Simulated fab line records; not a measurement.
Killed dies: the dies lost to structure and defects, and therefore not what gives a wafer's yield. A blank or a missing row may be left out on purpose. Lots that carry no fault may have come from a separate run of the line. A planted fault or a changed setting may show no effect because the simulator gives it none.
Comparing a struck lot with a sound one | flow sky130 | 15 out of 708 route steps
Sound: wafers L920.2, L920.3, L920.5. Struck: wafer L934.4 (left out: L934.2, L934.6 of the same lot, which were not struck); the cause appears at the end.
At each step with rows: each side's tool, then ch and its chambers, then its first start. Under that, the readings that differ: sound wafers | struck wafers | difference of the means | sigmas: that difference in standard deviations of wafers without a fault.
alike: a reading whose means differ by less than 2 such deviations, as well as words and numbers matching on both sides. not compared: withheld readings; readings where some wafer has no value; bounds like >300 that might hide an equal value; numbers whose values overlap and for which the record gives no deviation.
A row with sigmas, a row that says differs or no value, or rows on one side alone: a step with any of these is where the two part. Numbers that don't overlap but have no deviation are shown without sigmas and don't part them. A reading missing from all wafers of one side parts the sides only when that side holds two or more wafers.

SKY_CONTACT_CMP_27: polishes, stops on SiO2, t overpolish 15 s, target thk 0 nm.
  sound on cmp-01 ch 0,1,2, day 33 20:46; struck on cmp-01 ch 0, day 37 11:47
  alike: motor-current-A, overpolish-run-s, time-to-endpoint-s
SKY_METAL1_SPUTTER_00: material Ti, target thk 15 nm, time 10 s.
  sound on pvd-sputter-03 at day 33 20:58; struck on pvd-sputter-01 at day 37 12:05
  alike: throttle-valve-pct
SKY_METAL1_SPUTTER_01: material TiN, target thk 20 nm, time 16.7 s.
  sound on pvd-sputter-03 at day 33 20:59; struck on pvd-sputter-01 at day 37 12:07
  alike: throttle-valve-pct
SKY_METAL1_SPUTTER_02: material AlCu, target thk 250 nm, time 13.3 s.
  sound on pvd-sputter-03 at day 33 21:01; struck on pvd-sputter-01 at day 37 12:08
  alike: throttle-valve-pct
SKY_METAL1_SPUTTER_03: material Ti, target thk 5 nm, time 3.3 s.
  sound on pvd-sputter-03 at day 33 21:02; struck on pvd-sputter-01 at day 37 12:10
  alike: throttle-valve-pct
then, 1 step without rows for these wafers: SKY_METAL1_SPUTTER_04 (material TiN, target thk 70 nm, time 58.3 s).
SKY_METAL1_RS_MEAS_05: measures by four-point-probe.
  sound on film-metro-03 at day 33 21:07; struck on film-metro-04 at day 37 12:15
  alike: METAL1_ALCU_RS
SKY_METAL1_THK_MEAS_06: measures by xrf.
  sound on film-metro-03 at day 33 21:14; struck on film-metro-04 at day 37 12:22
  alike: METAL1_ALCU_THK
then, 4 steps without rows for these wafers: SKY_METAL1_DEHYDRATE_07 (time 60 s); SKY_METAL1_HMDS_08 (prime time 60 s); SKY_METAL1_COAT_09 (resist thk 60 nm); SKY_METAL1_COAT_10 (resist thk 450 nm).
SKY_METAL1_SOFTBAKE_11: time 90 s.
  sound on litho-track-03 ch 0, day 34 09:00; struck on litho-track-03 ch 0, day 38 00:00
  reading                  | sound                | struck | difference | sigmas
  exhaust-pa (Pa)          | 44.9 45.6 45.0       | 47.4   | +2.2       | +3
  heater-power-total-W (W) | 57.45 57.36 57.53    | 58.16  | +0.71      | +6
  run-length-s (s)         | 119.60 119.67 119.37 | 115.46 | -4.09      | -15
then, 1 step without rows for these wafers: SKY_METAL1_EXPOSE_12 (exposes mask MM1, target cd 140 nm).
-- the record jumps here: 12 days lie between the struck wafers' starts before and after (it left off in module METAL1 and takes up again in module PAD_OPEN, whose first step shown is number 708 of the route) --
SKY_PAD_OPEN_PROBE_99:
  sound on prober-01 at day 47 11:23; struck on prober-02 at day 50 02:19
  alike: defect-limited-yield, killed_at_M0_to_M3, killed_at_M4_up, killed-at-contacts, killed-at-front-end, killed-at-other, killed-dies, killed-open, killed-short, sort_bin_3_pad_short, sort_bin_5_function, sort_bin_6_memory, sort-n-pass, sort-yield-pct

## WHERE THEY PART
SKY_METAL1_SOFTBAKE_11 only, going by this record. Later steps at which nothing parts them and some readings are alike: SKY_PAD_OPEN_PROBE_99.

WHY: the cause the simulator had injected
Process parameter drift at SKY_METAL1_SOFTBAKE_11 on litho-track-03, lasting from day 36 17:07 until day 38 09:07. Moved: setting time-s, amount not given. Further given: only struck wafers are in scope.
